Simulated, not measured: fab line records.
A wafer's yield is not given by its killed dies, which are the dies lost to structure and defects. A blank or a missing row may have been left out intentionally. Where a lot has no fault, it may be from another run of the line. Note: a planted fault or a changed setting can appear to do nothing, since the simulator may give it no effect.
Which tool did it? | flow sky130 | Sampling: 6 lots, 18 wafers, 2 of 708 route steps

== WHAT THE GAUGES SHOWED, per wafer ==
SKY_CONTACT_BOW_MEAS_05.
lot  | measured     | on            | CONTACT_BOW (um)
L360 | day 32 12:46 | film_metro-04 | 80 75 75
L363 | day 33 12:12 | film_metro-04 | 82 78 84
L371 | day 35 23:06 | film_metro-01 | 78 79 75
L373 | day 37 07:30 | film_metro-04 | 78 69 75
L375 | day 37 11:31 | film_metro-04 | 89 82 82

== WHICH TOOL RAN EACH LOT (tool, then ch and the chambers of the sampled wafers, then the start) ==
lot  | SKY_GATE_OXIDE_WET_ETCH_12
L360 | wet_bench-02 ch 2, day 15 17:30
L363 | wet_bench-02 ch 3, day 16 18:54
L365 | wet_bench-01 ch 2, day 17 07:52
L371 | wet_bench-01 ch 0, day 19 12:51
L373 | wet_bench-04 ch 3, day 21 10:22
L375 | wet_bench-01 ch 2, day 21 18:31
- SKY_GATE_OXIDE_WET_ETCH_12: etches SiO2 in dHF, target depth 16.8 nm, time 336 s.

== THE ANSWER, worked out from the rows above alone ==
Rule: what is usual is taken from the lots themselves. The widest of any qualifying gaps counts: lots, ordered by their means at a reading, are off when they make up no more than a third of the lots, leave a main group of 4 or more, and stand apart from it by 3 or more times the standard deviation of that group's means. A main group whose means are all the same, to the digits that the tables above print for the reading, isn't used. A lot without any number at a reading at which 4 lots or more have one is off too. The other lots that the step has rows for count as sound.
None of the lots is off at any reading shown; this tells nothing.

== WHAT THE SIMULATOR HAD PUT IN ==
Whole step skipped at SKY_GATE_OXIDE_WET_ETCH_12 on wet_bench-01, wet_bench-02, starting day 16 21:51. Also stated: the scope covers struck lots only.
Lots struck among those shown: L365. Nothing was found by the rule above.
